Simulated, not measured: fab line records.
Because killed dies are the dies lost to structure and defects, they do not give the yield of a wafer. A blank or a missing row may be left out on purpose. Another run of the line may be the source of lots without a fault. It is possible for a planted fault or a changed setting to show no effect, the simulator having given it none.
Matching of chambers || flow sky130 || SKY_VIA1_CMP_02 on cmp-01: 4 sister chambers
The step polishes SiO2. 8 wafers are shown with their chamber, then 7 later ones without.

WAFERS, EACH WITH ITS CHAMBER
{"wafer": "L925.4", "chamber": 3, "motorCurrentA (A)": 12.2}
{"wafer": "L927.4", "chamber": 0, "motorCurrentA (A)": 12.4}
{"wafer": "L931.1", "chamber": 0, "motorCurrentA (A)": 12.1}
{"wafer": "L931.6", "chamber": 2, "motorCurrentA (A)": 11.5}
{"wafer": "L932.5", "chamber": 3, "motorCurrentA (A)": 12.8}
{"wafer": "L932.6", "chamber": 2, "motorCurrentA (A)": 11.3}
{"wafer": "L935.3", "chamber": 1, "motorCurrentA (A)": 12.0}
{"wafer": "L935.5", "chamber": 1, "motorCurrentA (A)": 12.1}

WAFERS MISSING THEIR CHAMBER
{"wafer": "L935.6", "motorCurrentA (A)": 11.7}
{"wafer": "L942.1", "motorCurrentA (A)": 11.3}
{"wafer": "L942.4", "motorCurrentA (A)": 11.7}
{"wafer": "L942.5", "motorCurrentA (A)": 12.7}
{"wafer": "L944.1", "motorCurrentA (A)": 12.7}
{"wafer": "L944.4", "motorCurrentA (A)": 12.2}
{"wafer": "L944.6", "motorCurrentA (A)": 13.3}

WHICH CHAMBER EACH WENT THROUGH
{"wafer": "L935.6", "from the rows above": "can't be placed: 2 or 1 or 0", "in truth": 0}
{"wafer": "L942.1", "from the rows above": 2, "in truth": 2}
{"wafer": "L942.4", "from the rows above": "can't be placed: 2 or 1 or 0", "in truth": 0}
{"wafer": "L942.5", "from the rows above": "can't be placed: 3 or 0 or 1", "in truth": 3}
{"wafer": "L944.1", "from the rows above": "can't be placed: 3 or 0 or 1", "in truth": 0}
{"wafer": "L944.4", "from the rows above": "can't be placed: 0 or 1 or 3", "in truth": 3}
{"wafer": "L944.6", "from the rows above": "can't be placed: 3 or 0 or 1", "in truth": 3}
Placed correctly: 1 of 7. Cannot be placed on the basis of these rows: 6; the candidates contain the true chamber in 6. Number placed wrongly: 0.
How it was worked out, from the rows above alone: a wafer's distance from a chamber is the root of the sum, over the readings, of the square of ((its reading less the chamber's mean) divided by the reading's scatter). The wafer belongs to the nearest chamber; if the next one is less than 2 further off, it can't be placed. A chamber's mean is the mean of its shown wafers. The scatter is the square root of a quotient: the sum, over the shown wafers, of each reading's squared deviation from its chamber's mean, divided by wafers minus chambers.
